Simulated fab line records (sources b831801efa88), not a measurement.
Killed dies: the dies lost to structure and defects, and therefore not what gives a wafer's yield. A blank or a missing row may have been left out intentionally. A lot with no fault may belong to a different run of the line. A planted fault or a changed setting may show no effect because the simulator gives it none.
Which of the tools did it? / flow sky130 / Sampling: 14 lots, 42 wafers, 2 of 708 route steps

WHAT THE GAUGES READ, wafer by wafer
SKY_CONTACT_RS_MEAS_25: the measuring method here is four-point-probe.
lot=L739; measured=day 33 00:52; on=film_metro-01; CONTACT_W_RS (ohm/sq)=0.331 0.330 0.330
lot=L740; measured=day 33 02:35; on=film_metro-02; CONTACT_W_RS (ohm/sq)=0.327 0.343 0.326
lot=L741; measured=day 33 03:15; on=film_metro-02; CONTACT_W_RS (ohm/sq)=0.334 0.328 0.330
lot=L742; measured=day 34 00:31; on=film_metro-02; CONTACT_W_RS (ohm/sq)=0.340 0.336 0.340
lot=L744; measured=day 34 07:50; on=film_metro-02; CONTACT_W_RS (ohm/sq)=0.336 0.333 0.336
lot=L745; measured=day 34 10:04; on=film_metro-02; CONTACT_W_RS (ohm/sq)=0.335 0.329 0.331
lot=L746; measured=day 34 23:19; on=film_metro-02; CONTACT_W_RS (ohm/sq)=0.333 0.330 0.336
lot=L749; measured=day 35 13:03; on=film_metro-04; CONTACT_W_RS (ohm/sq)=0.341 0.329 0.342
lot=L750; measured=day 35 20:56; on=film_metro-01; CONTACT_W_RS (ohm/sq)=0.343 0.333 0.335
lot=L752; measured=day 36 21:12; on=film_metro-01; CONTACT_W_RS (ohm/sq)=0.331 0.334 0.335
lot=L753; measured=day 37 01:29; on=film_metro-02; CONTACT_W_RS (ohm/sq)=0.336 0.338 0.336
lot=L755; measured=day 37 18:39; on=film_metro-01; CONTACT_W_RS (ohm/sq)=0.336 0.338 0.341
lot=L758; measured=day 38 08:02; on=film_metro-01; CONTACT_W_RS (ohm/sq)=0.338 0.332 0.338
lot=L759; measured=day 38 20:30; on=film_metro-04; CONTACT_W_RS (ohm/sq)=0.341 0.337 0.329

SKY_VIA1_THK_MEAS_01.
lot=L739; measured=day 34 05:44; on=film_metro-03; VIA1_HDPCVD_THK (nm)=1016 1028 1023
lot=L740; measured=day 34 06:59; on=film_metro-03; VIA1_HDPCVD_THK (nm)=1022 1023 1023
lot=L741; measured=day 34 07:35; on=film_metro-01; VIA1_HDPCVD_THK (nm)=1034 1023 1028
lot=L742; measured=day 35 04:59; on=film_metro-03; VIA1_HDPCVD_THK (nm)=1033 1035 1028
lot=L744; measured=day 35 12:10; on=film_metro-01; VIA1_HDPCVD_THK (nm)=1032 1032 1038
lot=L745; measured=day 35 13:41; on=film_metro-01; VIA1_HDPCVD_THK (nm)=1036 1049 1030
lot=L746; measured=day 36 02:45; on=film_metro-01; VIA1_HDPCVD_THK (nm)=1042 1031 1045
lot=L749; measured=day 36 16:53; on=film_metro-03; VIA1_HDPCVD_THK (nm)=1036 1028 1035
lot=L750; measured=day 36 23:36; on=film_metro-04; VIA1_HDPCVD_THK (nm)=1039 1031 1030
lot=L752; measured=day 38 00:14; on=film_metro-01; VIA1_HDPCVD_THK (nm)=1031 1033 1029
lot=L753; measured=day 38 04:54; on=film_metro-04; VIA1_HDPCVD_THK (nm)=1043 1032 1013
lot=L755; measured=day 38 22:11; on=film_metro-03; VIA1_HDPCVD_THK (nm)=1023 1041 1044
lot=L758; measured=day 39 10:42; on=film_metro-01; VIA1_HDPCVD_THK (nm)=1042 1033 1039
lot=L759; measured=day 39 22:31; on=film_metro-03; VIA1_HDPCVD_THK (nm)=1018 1019 1010

TOOL THAT RAN EACH LOT (tool first, then ch and the chambers of the sampled wafers, then the start)
Before these readings, the record contains no process step.

WHAT THE TOOLS THEMSELVES READ (means of the sampled wafers that have a number; where no wafer has one, the mark that the record gives instead)
The record holds no such reading with a usual standard deviation.

THE ANSWER, worked out from the rows above alone
Rule: the usual values come from the lots themselves. Put in order of their means at a reading, lots are off if they are a third of the lots or fewer, leave a main group of 4 or more, and stand apart from it by a gap of 3 or more times the standard deviation of the main group's means; of several such gaps the widest counts. Not used: any main group whose means are identical at the precision the tables above print for the reading. A lot without any number at a reading at which 4 lots or more have one is off too. Any other lot the step has rows for is counted as sound. After the gauges, taken in route order, come the tools' own readings; for these a lot's mean is taken, as printed above. At the first step where some lot is off, the reading lying furthest off is the one used; lots without a number count as furthest.
Nothing can be told from this: no lot is off at any reading shown.

WHAT THE SIMULATOR HAD INSERTED
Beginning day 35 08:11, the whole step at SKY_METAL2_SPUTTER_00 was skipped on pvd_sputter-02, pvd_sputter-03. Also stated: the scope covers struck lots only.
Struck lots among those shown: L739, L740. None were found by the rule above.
